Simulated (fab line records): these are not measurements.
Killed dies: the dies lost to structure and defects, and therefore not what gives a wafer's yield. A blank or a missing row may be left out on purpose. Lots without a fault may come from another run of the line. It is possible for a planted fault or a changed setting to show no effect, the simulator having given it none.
Matching of chambers -- flow sky130 -- 4 sister chambers for SKY_VIA4_CMP_02 on cmp-02
The step polishes SiO2. 8 wafers are shown with their chamber, then 12 later ones without.

## EACH WAFER AND ITS CHAMBER
wafer,chamber,motor_current_A (A),head_pressure_psi (psi)
L080.3,1,13.1,4.003
L086.3,2,10.8,4.003
L086.5,0,13.1,4.009
L087.1,0,13.7,3.987
L087.3,1,12.9,4.009
L088.1,3,11.8,3.984
L088.2,2,10.7,4.002
L088.5,3,11.2,3.977

## WAFERS WITHOUT THEIR CHAMBER
wafer,motor_current_A (A),head_pressure_psi (psi)
L090.1,12.5,4.002
L090.3,13.5,4.005
L090.6,10.4,3.998
L091.1,11.0,4.011
L091.2,12.6,3.989
L091.4,13.0,3.997
L093.2,11.3,3.995
L093.4,11.3,4.023
L093.5,13.0,3.998
L094.4,11.9,3.992
L094.5,14.0,3.994
L094.6,13.5,4.015

## EACH ONE'S CHAMBER
wafer,from the rows above,in truth
L090.1,can't be placed: 1 or 0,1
L090.3,can't be placed: 0 or 1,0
L090.6,2,2
L091.1,2,2
L091.2,can't be placed: 1 or 0 or 3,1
L091.4,can't be placed: 1 or 0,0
L093.2,can't be placed: 3 or 2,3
L093.4,2,2
L093.5,can't be placed: 1 or 0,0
L094.4,3,3
L094.5,can't be placed: 0 or 1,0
L094.6,can't be placed: 1 or 0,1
Correctly placed: 4 of 12. Cannot be placed on the basis of these rows: 8; the candidates contain the true chamber in 8. Wrongly placed: 0.
How it was worked out, from the rows above alone: a wafer's distance from a chamber is the root of the sum, over the readings, of the square of ((its reading less the chamber's mean) divided by the reading's scatter). The wafer belongs to the nearest chamber; if the next one is less than 2 further off, it can't be placed. For every chamber, the mean is computed from those of its wafers that are shown. The scatter: the root of (the sum of the squares of (reading less its chamber's mean) over the shown wafers, divided by (wafers less chambers)).
